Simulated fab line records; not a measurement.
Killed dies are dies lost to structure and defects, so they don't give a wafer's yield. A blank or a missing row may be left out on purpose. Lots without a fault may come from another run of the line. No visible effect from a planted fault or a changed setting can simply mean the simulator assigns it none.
Struck lot and sound lot, side by side / flow sky130 / 15 steps out of a route of 708
Sound: wafers L382.2, L382.3, L382.5. Struck: wafer L389.1 (left out: L389.2, L389.5 of the same lot, which were not struck); the cause appears at the end.
For every step that has rows: the tool of each side, followed by ch and its chambers, followed by its first start. Under that, the readings that differ: sound wafers / struck wafers / difference of the means / sigmas: that difference in standard deviations of wafers without a fault.
alike: words and numbers the same on both sides, and readings whose means are apart by under 2 such deviations; not compared: readings that were withheld, readings missing a value for some wafer, numbers with overlapping values and no deviation given by the record, and bounds like >300 which may hide the same value.
The two part at a step that has a row with sigmas, a row that says differs or no value, or rows on one side only. Numbers that don't overlap but have no deviation are shown without sigmas and don't part them. Lack of a reading on every wafer of one side parts them only where that side has two or more wafers.

SKY_SD_N_OVL_MEAS_08:
  sound: overlay-01 at day 32 09:37; struck: overlay-01 at day 34 10:53
  alike: SD_N_OVL
then, 2 steps without rows for these wafers: SKY_SD_N_IMPLANT_09; SKY_SD_N_IMPLANT_10.
SKY_SD_N_STRIP_11: strips in O2/N2.
  sound on plasma asher-03 ch 0,1, day 32 09:57; struck on plasma asher-01 ch 1, day 34 11:17
  alike: drypump motor current A, oes product au, strip time to endpoint s
  not compared: rf hours counter h
SKY_SD_N_TW_MEAS_12:
  sound: film metro-04 at day 32 10:04; struck: film metro-04 at day 34 11:23
  alike: SD_N_TW
then, 1 step without rows for these wafers: SKY_SD_N_CLEAN_13 (cleans in SC1/SC2, time 150 s).
SKY_SD_N_RTA_14: time 2 s.
  sound on rtp anneal-01 ch 0, day 32 10:10; struck on rtp anneal-02 ch 0, day 34 11:29
  alike: lamp power pct, wafer_temp_C_max
SKY_SD_N_RS_MEAS_16: uses a four-point probe to measure.
  sound: film metro-02 at day 32 10:21; struck: film metro-04 at day 34 11:40
  alike: SD_N_RS
SKY_SD_N_RS_MEAS_17: uses a four-point probe to measure.
  sound: film metro-02 at day 32 10:28; struck: film metro-04 at day 34 11:47
reading=SD_P_RS (ohm/sq); sound=147.7 148.3 147.8; struck=146.9; difference=-1.0; sigmas=-2
SKY_SD_N_RS_MEAS_18: uses a four-point probe to measure.
  sound: film metro-02 at day 32 10:35; struck: film metro-04 at day 34 11:55
  alike: RES_XHIGH_RS
then, 1 step without rows for these wafers: SKY_SALICIDE_CLEAN_00 (cleans in HF-last, time 30 s).
SKY_LI_CONTACT_HDPCVD_00: deposits PSG, target thk 930 nm, time 155 s.
  sound on hdpcvd-02 ch 0,1,2, day 32 10:43; struck on hdpcvd-02 ch 1, day 34 12:03
reading=run length s (s); sound=184.1 182.7 182.9; struck=248.2; difference=+65.0; sigmas=+99 or more
reading=model.PSG_of_LI_CONTACT_HDPCVD_00.thk nm (nm); sound=952.2 946.7 935; struck=1327; difference=+382; sigmas=
  alike: sih4 flow sccm
SKY_LI_CONTACT_THK_MEAS_01:
  sound: film metro-03 at day 32 10:49; struck: film metro-03 at day 34 12:09
reading=LI_CONTACT_HDPCVD_THK (nm); sound=952 947 935; struck=1327; difference=+382; sigmas=+43
SKY_LI_CONTACT_CMP_02: polishes PSG.
  sound on cmp-01 ch 0,1,2, day 32 10:52; struck on cmp-02 ch 3, day 34 12:19
reading=time to endpoint s (s); sound=35.9 34.6 31.8; struck=76.0; difference=+41.9; sigmas=+18
  alike: motor current A, slurry flow ml min
SKY_LI_CONTACT_BOW_MEAS_03:
  sound: film metro-04 at day 32 11:11; struck: film metro-04 at day 34 12:31
  alike: LI_CONTACT_BOW

== WHERE THEY PART ==
At SKY_SD_N_RS_MEAS_17 first; at SKY_LI_CONTACT_CMP_02 last (within this record only). Later steps at which nothing parts them and some readings are alike: SKY_LI_CONTACT_BOW_MEAS_03.

WHY: what the simulator had put in
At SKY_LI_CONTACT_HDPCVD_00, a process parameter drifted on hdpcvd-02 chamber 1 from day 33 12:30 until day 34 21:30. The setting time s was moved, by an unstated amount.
